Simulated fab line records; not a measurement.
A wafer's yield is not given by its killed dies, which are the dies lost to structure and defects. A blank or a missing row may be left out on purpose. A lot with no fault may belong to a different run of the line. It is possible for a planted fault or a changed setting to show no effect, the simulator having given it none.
Which tool is to blame? :: flow gf180mcu :: Sampling: 6 lots, 16 wafers, 3 of 602 route steps

== WHAT THE GAUGES READ, wafer by wafer ==
GF_VT_IMPLANT_TW_MEAS_10.
lot: L735
measured: day 5 21:01
on: film-metro-01
VT_IMPLANT_TW: 558.0 558.0 562.0

lot: L740
measured: day 7 04:32
on: film-metro-03
VT_IMPLANT_TW: 562.8 561.9 561.0

lot: L743
measured: day 8 00:35
on: film-metro-03
VT_IMPLANT_TW: 562.8 556.9 560.9

lot: L746
measured: day 8 16:52
on: film-metro-03
VT_IMPLANT_TW: 557.8 553.6 560.5

lot: L752
measured: day 10 07:09
on: film-metro-04
VT_IMPLANT_TW: 562.1 700.6

lot: L756
measured: day 11 07:58
on: film-metro-04
VT_IMPLANT_TW: 558.0 691.0

== TOOL THAT RAN EACH LOT (tool first, then ch and the chambers of the sampled wafers, then the start) ==
lot: L735
GF_MVPSD_COAT_02: litho-track-02 ch 0, day 4 22:20
GF_MVPSD_STRIP_10: plasma-asher-01 ch 0,1, day 5 06:14

lot: L740
GF_MVPSD_COAT_02: litho-track-04 ch 0, day 6 05:04
GF_MVPSD_STRIP_10: plasma-asher-03 ch 0,1, day 6 12:58

lot: L743
GF_MVPSD_COAT_02: litho-track-04 ch 0, day 7 00:01
GF_MVPSD_STRIP_10: plasma-asher-01 ch 0,1, day 7 08:26

lot: L746
GF_MVPSD_COAT_02: litho-track-02 ch 0, day 7 15:17
GF_MVPSD_STRIP_10: plasma-asher-04 ch 0,1, day 8 00:25

lot: L752
GF_MVPSD_COAT_02: litho-track-04 ch 0, day 9 04:25
GF_MVPSD_STRIP_10: plasma-asher-04 ch 0,1, day 9 13:15

lot: L756
GF_MVPSD_COAT_02: litho-track-04 ch 0, day 10 03:07
GF_MVPSD_STRIP_10: plasma-asher-04 ch 0, day 10 12:52
- GF_MVPSD_COAT_02: resist thk 3000 nm.
- GF_MVPSD_STRIP_10: strips in O2/N2.

== THE ANSWER, worked out from the rows above alone ==
Rule: the lots themselves supply what counts as usual. The widest of any qualifying gaps counts: lots, ordered by their means at a reading, are off when they make up no more than a third of the lots, leave a main group of 4 or more, and stand apart from it by 3 or more times the standard deviation of that group's means. A main group is skipped when, at the precision printed for the reading in the tables above, its means are all equal. A lot without any number at a reading at which 4 lots or more have one is off too. Any other lot the step has rows for is counted as sound.
Off: L752, L756, at GF_VT_IMPLANT_TW_MEAS_10 (VT_IMPLANT_TW). The main group has a mean of 559.7 with a standard deviation of 1.7.
A tool fits if, at a process step before that reading, it ran every lot that is off, and no sound lot after the first of them. The gauges at GF_VT_IMPLANT_TW_MEAS_10 are tried like those tools. Can't be told from this: 3 tools fit, litho-track-04 at GF_MVPSD_COAT_02, plasma-asher-04 at GF_MVPSD_STRIP_10, film-metro-04 at GF_VT_IMPLANT_TW_MEAS_10.

== WHAT HAD BEEN PUT IN BY THE SIMULATOR ==
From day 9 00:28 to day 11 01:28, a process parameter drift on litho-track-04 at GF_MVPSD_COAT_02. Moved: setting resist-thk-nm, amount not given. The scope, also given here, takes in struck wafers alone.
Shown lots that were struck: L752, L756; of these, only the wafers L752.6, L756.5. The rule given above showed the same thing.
